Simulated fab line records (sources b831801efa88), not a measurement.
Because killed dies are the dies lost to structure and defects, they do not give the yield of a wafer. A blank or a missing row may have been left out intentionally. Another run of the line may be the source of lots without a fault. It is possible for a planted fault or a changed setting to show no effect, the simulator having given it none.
fab line records + flow sky130
record
- lots=13
- wafers=39
- last_day=50
route steps=708 shown VT_ADJUST_LVTN@118 LDD_HVP@285 LDD_LDN@293 SD_N@349
lots that met no fault: taken from a fault-free run of the same line
start_h: the number of hours between the record's first day and the start of the first shown wafer of the lot + wait_h: hours from the lot's prior step to this one + " the same as in the row above + L1.1+2: a row that stands for several wafers + - no value, or no start given + * or withheld: withheld + < > ~ a bound
route shown NAME@n: names a module that has steps shown in the file, with the first one's number in the route + usual: mean/standard deviation taken from wafers without a fault + same: alike in all rows + chamber/n: place in a boat + sites: readings site by site + _std_site: standard deviation of those values + _edge_site: inner sites' mean taken away from outer sites' mean + radius_mm: how far each site lies from the wafer's centre + mask NAME#n: copy n + behind: the most recent tool/chamber to have shaped the wafer + hold: why the lot was held/for how many hours/how that ended + device: names the non-switching transistor (n, p or np) + end of line: the route-end tests of the same wafers + a step with no rows: only its recipe + killed: dies lost to structure and defects at the first sort, not the wafer's yield + map: shows each die of a wafer: x if killed, . if not, _ if none is there
set.NAME: the setting that was run; set.NAME@STEP: the one run at that earlier step + model.NAME: the simulator's own value behind a step, which no gauge read
route steps across a sampled set of lots; one table per step, one row per wafer
services: the hour from which a tool's chamber was out of use, counted from the record's first day as start_h (under 0 if before that day), plus the number of hours and why
## steps
# step SKY_VT_ADJUST_LVTN_TW_MEAS_21
# usual
- VT_ADJUST_LVTN_2_TW=189.2/1.7
| lot.wafer | tool          | chamber | start_h | wait_h | VT_ADJUST_LVTN_2_TW |
|-----------|---------------|---------|---------|--------|---------------------|
| L347.1    | film_metro-01 | -       | 162.63  | 0.1    | 188.1               |
| L347.4    | "             | -       | "       | "      | 189.1               |
| L347.6    | "             | -       | "       | "      | 188.4               |
| L348.1    | film_metro-02 | -       | 176.97  | 0.1    | 187.2               |
| L348.5    | "             | -       | "       | "      | 187.3               |
| L348.6    | "             | -       | "       | "      | 186.9               |
| L349.2    | film_metro-02 | -       | 182.63  | 0.1    | 187.9               |
| L349.3    | "             | -       | "       | "      | 187.9               |
| L349.5    | "             | -       | "       | "      | 187.7               |
| L350.1    | film_metro-01 | -       | 196.67  | 0.1    | 189.1               |
| L350.4    | "             | -       | "       | "      | 188.0               |
| L350.5    | "             | -       | "       | "      | 187.9               |
| L351.1    | film_metro-01 | -       | 196.97  | 0.1    | 188.9               |
| L351.2    | "             | -       | "       | "      | 190.1               |
| L351.6    | "             | -       | "       | "      | 189.7               |
| L352.1    | film_metro-02 | -       | 199.53  | 0.1    | 188.7               |
| L352.4    | "             | -       | "       | "      | 188.9               |
| L352.5    | "             | -       | "       | "      | 188.7               |
| L353.1    | film_metro-01 | -       | 210.69  | 0.1    | 188.1               |
| L353.3    | "             | -       | "       | "      | 189.2               |
| L353.5    | "             | -       | "       | "      | 188.5               |
| L355.1    | film_metro-02 | -       | 225.72  | 0.1    | 188.5               |
| L355.2    | "             | -       | "       | "      | 187.8               |
| L355.3    | "             | -       | "       | "      | 189.0               |
| L363.1    | film_metro-04 | -       | 288.73  | 0.1    | 190.3               |
| L363.2    | "             | -       | "       | "      | 189.9               |
| L363.4    | "             | -       | "       | "      | 190.9               |
| L362.2    | film_metro-02 | -       | 292.03  | 0.1    | 186.8               |
| L362.3    | "             | -       | "       | "      | 187.8               |
| L362.4    | "             | -       | "       | "      | 187.5               |
| L366.3    | film_metro-04 | -       | 300.25  | 0.1    | 190.8               |
| L366.4    | "             | -       | "       | "      | 190.9               |
| L366.6    | "             | -       | "       | "      | 190.2               |
| L368.1    | film_metro-04 | -       | 309.72  | 0.1    | 190.5               |
| L368.2    | "             | -       | "       | "      | 191.5               |
| L368.5    | "             | -       | "       | "      | 192.2               |
| L369.1    | film_metro-04 | -       | 325.73  | 0.1    | 191.4               |
| L369.2    | "             | -       | "       | "      | 191.3               |
| L369.4    | "             | -       | "       | "      | 191.9               |
# step SKY_LDD_HVP_OVL_MEAS_07
# usual
- LDD_HVP_OVL=-0.2/1.2
| lot.wafer | tool       | chamber | start_h | wait_h | LDD_HVP_OVL[nm] |
|-----------|------------|---------|---------|--------|-----------------|
| L347.1    | overlay-01 | -       | 494.78  | 0.1    | -0.5            |
| L347.4    | "          | -       | "       | "      | -2.1            |
| L347.6    | "          | -       | "       | "      | -1.1            |
| L348.1    | overlay-01 | -       | 513.74  | 0.1    | -1.4            |
| L348.5    | "          | -       | "       | "      | -0.1            |
| L348.6    | "          | -       | "       | "      | -3.2            |
| L349.2    | overlay-01 | -       | 522.65  | 0.1    | -0.9            |
| L349.3    | "          | -       | "       | "      | 0.1             |
| L349.5    | "          | -       | "       | "      | -1.4            |
| L350.1    | overlay-02 | -       | 541.98  | 0.1    | 1.4             |
| L350.4    | "          | -       | "       | "      | 2.4             |
| L350.5    | "          | -       | "       | "      | 0.1             |
| L352.1    | overlay-01 | -       | 542.28  | 0.1    | 0.2             |
| L352.4    | "          | -       | "       | "      | -0.5            |
| L352.5    | "          | -       | "       | "      | 0.7             |
| L351.1    | overlay-02 | -       | 542.58  | 0.1    | -1.0            |
| L351.2    | "          | -       | "       | "      | -1.9            |
| L351.6    | "          | -       | "       | "      | -0.6            |
| L353.1    | overlay-01 | -       | 568.94  | 0.1    | 0.1             |
| L353.3    | "          | -       | "       | "      | -0.8            |
| L353.5    | "          | -       | "       | "      | 0.6             |
| L355.1    | overlay-02 | -       | 580.39  | 0.1    | 0.7             |
| L355.2    | "          | -       | "       | "      | -0.4            |
| L355.3    | "          | -       | "       | "      | -0.4            |
| L363.1    | overlay-02 | -       | 652.29  | 0.1    | 0.6             |
| L363.2    | "          | -       | "       | "      | 2.3             |
| L363.4    | "          | -       | "       | "      | -0.1            |
| L362.2    | overlay-02 | -       | 654.50  | 0.1    | -0.3            |
| L362.3    | "          | -       | "       | "      | 0.6             |
| L362.4    | "          | -       | "       | "      | 0.9             |
| L366.3    | overlay-02 | -       | 666.36  | 0.1    | 0.1             |
| L366.4    | "          | -       | "       | "      | 1.0             |
| L366.6    | "          | -       | "       | "      | 1.5             |
| L368.1    | overlay-01 | -       | 681.45  | 0.1    | -0.1            |
| L368.2    | "          | -       | "       | "      | 0.5             |
| L368.5    | "          | -       | "       | "      | 2.3             |
| L369.1    | overlay-02 | -       | 688.08  | 0.1    | 0.4             |
| L369.2    | "          | -       | "       | "      | 1.6             |
| L369.4    | "          | -       | "       | "      | -0.2            |
# step SKY_LDD_LDN_EXPOSE_04
# recipe
- mask_id=LDNTM
- na=0.6
- source_shape=conventional
- sigma_outer=0.6
- polarization=unpolarized
- target_cd_nm=700
- dose_mj=140
# usual
- exposure_dose_mJ_cm2=140.00/0.13
| lot.wafer | tool             | chamber | start_h | wait_h | mask    | exposure_dose_mJ_cm2 |
|-----------|------------------|---------|---------|--------|---------|----------------------|
| L347.1    | iline_stepper-01 | 0       | 511.78  | -      | LDNTM#0 | 140.02               |
| L347.4    | "                | 0       | "       | "      | LDNTM#0 | 140.05               |
| L347.6    | "                | 0       | "       | "      | LDNTM#0 | 140.10               |
| L348.1    | iline_stepper-01 | 0       | 527.44  | -      | LDNTM#0 | 139.83               |
| L348.5    | "                | 0       | "       | "      | LDNTM#0 | 139.92               |
| L348.6    | "                | 0       | "       | "      | LDNTM#0 | 139.93               |
| L349.2    | iline_stepper-02 | 0       | 537.78  | -      | LDNTM#0 | 139.94               |
| L349.3    | "                | 0       | "       | "      | LDNTM#0 | 139.83               |
| L349.5    | "                | 0       | "       | "      | LDNTM#0 | 139.93               |
| L350.1    | iline_stepper-02 | 0       | 557.27  | -      | LDNTM#0 | 139.87               |
| L350.4    | "                | 0       | "       | "      | LDNTM#0 | 139.97               |
| L350.5    | "                | 0       | "       | "      | LDNTM#0 | 139.87               |
| L352.1    | iline_stepper-01 | 0       | 557.51  | -      | LDNTM#0 | 140.08               |
| L352.4    | "                | 0       | "       | "      | LDNTM#0 | 140.25               |
| L352.5    | "                | 0       | "       | "      | LDNTM#0 | 140.01               |
| L351.1    | iline_stepper-02 | 0       | 557.77  | -      | LDNTM#0 | 140.03               |
| L351.2    | "                | 0       | "       | "      | LDNTM#0 | 140.14               |
| L351.6    | "                | 0       | "       | "      | LDNTM#0 | 140.07               |
| L353.1    | iline_stepper-01 | 0       | 584.42  | -      | LDNTM#0 | 140.00               |
| L353.3    | "                | 0       | "       | "      | LDNTM#0 | 139.98               |
| L353.5    | "                | 0       | "       | "      | LDNTM#0 | 140.02               |
| L355.1    | iline_stepper-02 | 0       | 594.12  | -      | LDNTM#0 | 140.20               |
| L355.2    | "                | 0       | "       | "      | LDNTM#0 | 139.93               |
| L355.3    | "                | 0       | "       | "      | LDNTM#0 | 140.34               |
| L363.1    | iline_stepper-01 | 0       | 668.41  | -      | LDNTM#0 | 139.95               |
| L363.2    | "                | 0       | "       | "      | LDNTM#0 | 140.01               |
| L363.4    | "                | 0       | "       | "      | LDNTM#0 | 139.84               |
| L362.2    | iline_stepper-01 | 0       | 670.65  | -      | LDNTM#0 | 139.82               |
| L362.3    | "                | 0       | "       | "      | LDNTM#0 | 139.89               |
| L362.4    | "                | 0       | "       | "      | LDNTM#0 | 140.00               |
| L366.3    | iline_stepper-01 | 0       | 679.81  | -      | LDNTM#0 | 139.99               |
| L366.4    | "                | 0       | "       | "      | LDNTM#0 | 139.84               |
| L366.6    | "                | 0       | "       | "      | LDNTM#0 | 140.12               |
| L368.1    | iline_stepper-02 | 0       | 696.48  | -      | LDNTM#0 | 140.24               |
| L368.2    | "                | 0       | "       | "      | LDNTM#0 | 140.07               |
| L368.5    | "                | 0       | "       | "      | LDNTM#0 | 140.15               |
| L369.1    | iline_stepper-02 | 0       | 703.02  | -      | LDNTM#0 | 140.22               |
| L369.2    | "                | 0       | "       | "      | LDNTM#0 | 139.84               |
| L369.4    | "                | 0       | "       | "      | LDNTM#0 | 139.99               |
# step SKY_LDD_LDN_OVL_MEAS_07
# usual
- LDD_LDN_OVL=0.3/1.4
| lot.wafer | tool       | chamber | start_h | wait_h | LDD_LDN_OVL[nm] |
|-----------|------------|---------|---------|--------|-----------------|
| L347.1    | overlay-02 | -       | 525.59  | 0.1    | -0.2            |
| L347.4    | "          | -       | "       | "      | -2.3            |
| L347.6    | "          | -       | "       | "      | -2.0            |
| L348.1    | overlay-01 | -       | 543.77  | 0.1    | 1.1             |
| L348.5    | "          | -       | "       | "      | 1.4             |
| L348.6    | "          | -       | "       | "      | -0.5            |
| L349.2    | overlay-01 | -       | 553.27  | 0.1    | 0.8             |
| L349.3    | "          | -       | "       | "      | 0.0             |
| L349.5    | "          | -       | "       | "      | -0.6            |
| L350.1    | overlay-01 | -       | 572.17  | 0.1    | 1.5             |
| L350.4    | "          | -       | "       | "      | 0.3             |
| L350.5    | "          | -       | "       | "      | 2.1             |
| L352.1    | overlay-01 | -       | 572.47  | 0.1    | -1.2            |
| L352.4    | "          | -       | "       | "      | -1.4            |
| L352.5    | "          | -       | "       | "      | -2.1            |
| L351.1    | overlay-02 | -       | 572.77  | 0.1    | 1.0             |
| L351.2    | "          | -       | "       | "      | -1.3            |
| L351.6    | "          | -       | "       | "      | 0.8             |
| L353.1    | overlay-02 | -       | 598.47  | 0.1    | -0.3            |
| L353.3    | "          | -       | "       | "      | 1.3             |
| L353.5    | "          | -       | "       | "      | -1.6            |
| L355.1    | overlay-01 | -       | 609.24  | 0.1    | 0.4             |
| L355.2    | "          | -       | "       | "      | 0.8             |
| L355.3    | "          | -       | "       | "      | -0.9            |
| L363.1    | overlay-01 | -       | 681.19  | 0.1    | 42.9            |
| L363.2    | "          | -       | "       | "      | 44.0            |
| L363.4    | "          | -       | "       | "      | 43.0            |
| L362.2    | overlay-02 | -       | 683.32  | 0.1    | 42.2            |
| L362.3    | "          | -       | "       | "      | 39.4            |
| L362.4    | "          | -       | "       | "      | 42.7            |
| L366.3    | overlay-01 | -       | 694.25  | 0.1    | 39.9            |
| L366.4    | "          | -       | "       | "      | 41.5            |
| L366.6    | "          | -       | "       | "      | 41.9            |
| L368.1    | overlay-01 | -       | 709.42  | 0.1    | 1.3             |
| L368.2    | "          | -       | "       | "      | 1.6             |
| L368.5    | "          | -       | "       | "      | 0.6             |
| L369.1    | overlay-02 | -       | 715.88  | 0.1    | 2.8             |
| L369.2    | "          | -       | "       | "      | 2.1             |
| L369.4    | "          | -       | "       | "      | 2.5             |
# step SKY_SD_N_CD_MEAS_07
# recipe
- target_cd_nm=380
# usual
- cd_nm=379.9/2.4
| lot.wafer | tool      | chamber | start_h | wait_h | cd_nm |
|-----------|-----------|---------|---------|--------|-------|
| L347.1    | cd_sem-01 | -       | 647.24  | 0.1    | 382.0 |
| L347.4    | "         | -       | "       | "      | 380.6 |
| L347.6    | "         | -       | "       | "      | 382.5 |
| L348.1    | cd_sem-02 | -       | 661.73  | 0.1    | 377.9 |
| L348.5    | "         | -       | "       | "      | 380.8 |
| L348.6    | "         | -       | "       | "      | 379.8 |
| L349.2    | cd_sem-02 | -       | 671.60  | 0.1    | 375.7 |
| L349.3    | "         | -       | "       | "      | 378.7 |
| L349.5    | "         | -       | "       | "      | 378.3 |
| L350.1    | cd_sem-02 | -       | 688.29  | 0.1    | 380.6 |
| L350.4    | "         | -       | "       | "      | 377.7 |
| L350.5    | "         | -       | "       | "      | 379.2 |
| L352.1    | cd_sem-02 | -       | 688.92  | 0.1    | 381.5 |
| L352.4    | "         | -       | "       | "      | 383.4 |
| L352.5    | "         | -       | "       | "      | 383.4 |
| L351.1    | cd_sem-02 | -       | 690.12  | 0.1    | 378.4 |
| L351.2    | "         | -       | "       | "      | 378.5 |
| L351.6    | "         | -       | "       | "      | 378.7 |
| L353.1    | cd_sem-01 | -       | 714.27  | 0.1    | 380.9 |
| L353.3    | "         | -       | "       | "      | 378.5 |
| L353.5    | "         | -       | "       | "      | 381.9 |
| L355.1    | cd_sem-01 | -       | 727.08  | 0.1    | 381.4 |
| L355.2    | "         | -       | "       | "      | 383.4 |
| L355.3    | "         | -       | "       | "      | 380.5 |
| L363.1    | cd_sem-02 | -       | 795.64  | 0.2    | 381.5 |
| L363.2    | "         | -       | "       | "      | 380.8 |
| L363.4    | "         | -       | "       | "      | 381.5 |
| L362.2    | cd_sem-02 | -       | 797.17  | 0.1    | 377.0 |
| L362.3    | "         | -       | "       | "      | 379.0 |
| L362.4    | "         | -       | "       | "      | 379.4 |
| L366.3    | cd_sem-02 | -       | 805.53  | 0.1    | 383.4 |
| L366.4    | "         | -       | "       | "      | 383.5 |
| L366.6    | "         | -       | "       | "      | 382.0 |
| L368.1    | cd_sem-02 | -       | 822.02  | 0.2    | 375.8 |
| L368.2    | "         | -       | "       | "      | 376.2 |
| L368.5    | "         | -       | "       | "      | 378.5 |
| L369.1    | cd_sem-02 | -       | 827.34  | 0.1    | 379.3 |
| L369.2    | "         | -       | "       | "      | 379.1 |
| L369.4    | "         | -       | "       | "      | 381.4 |
## services
| tool             | chamber | start_h | hours | kind        |
|------------------|---------|---------|-------|-------------|
| iline_stepper-02 | 0       | 506.80  | -     | calibration |
| iline_stepper-01 | 0       | 571.58  | -     | calibration |
| iline_stepper-01 | -       | 577.11  | 1.7   | pm          |
| iline_stepper-02 | -       | 652.18  | 1.7   | pm          |
| iline_stepper-01 | -       | 688.00  | 8.9   | pm          |
## key
first_sign
- step=SKY_LDD_LDN_OVL_MEAS_07
- reading=LDD_LDN_OVL
- direction=up
- sigmas=29
- usual=0.3
- struck=41.9
effect none on later readings
met_at SKY_LDD_LDN_EXPOSE_04
struck_lots L362,L363,L366
tester_left_out L362,L363,L366
not_acting_at SKY_VT_ADJUST_LVTN_TW_MEAS_21,SKY_LDD_HVP_OVL_MEAS_07,SKY_SD_N_CD_MEAS_07
onset_between 584.42 668.41
fault
- kind=scanner_matching_overlay
- tool=iline_stepper-01
- chamber=-
- onset_h=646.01
- steps=SKY_LDD_LDN_EXPOSE_04
- offset=42.618
# tester_left_out: of these lots the tester's yield and bins aren't shown, on N5 and GAA mostly nor the transistor test; their killed dies are dies lost to structure and defects alone, not to doping, threshold or leakage, so they don't give the yield
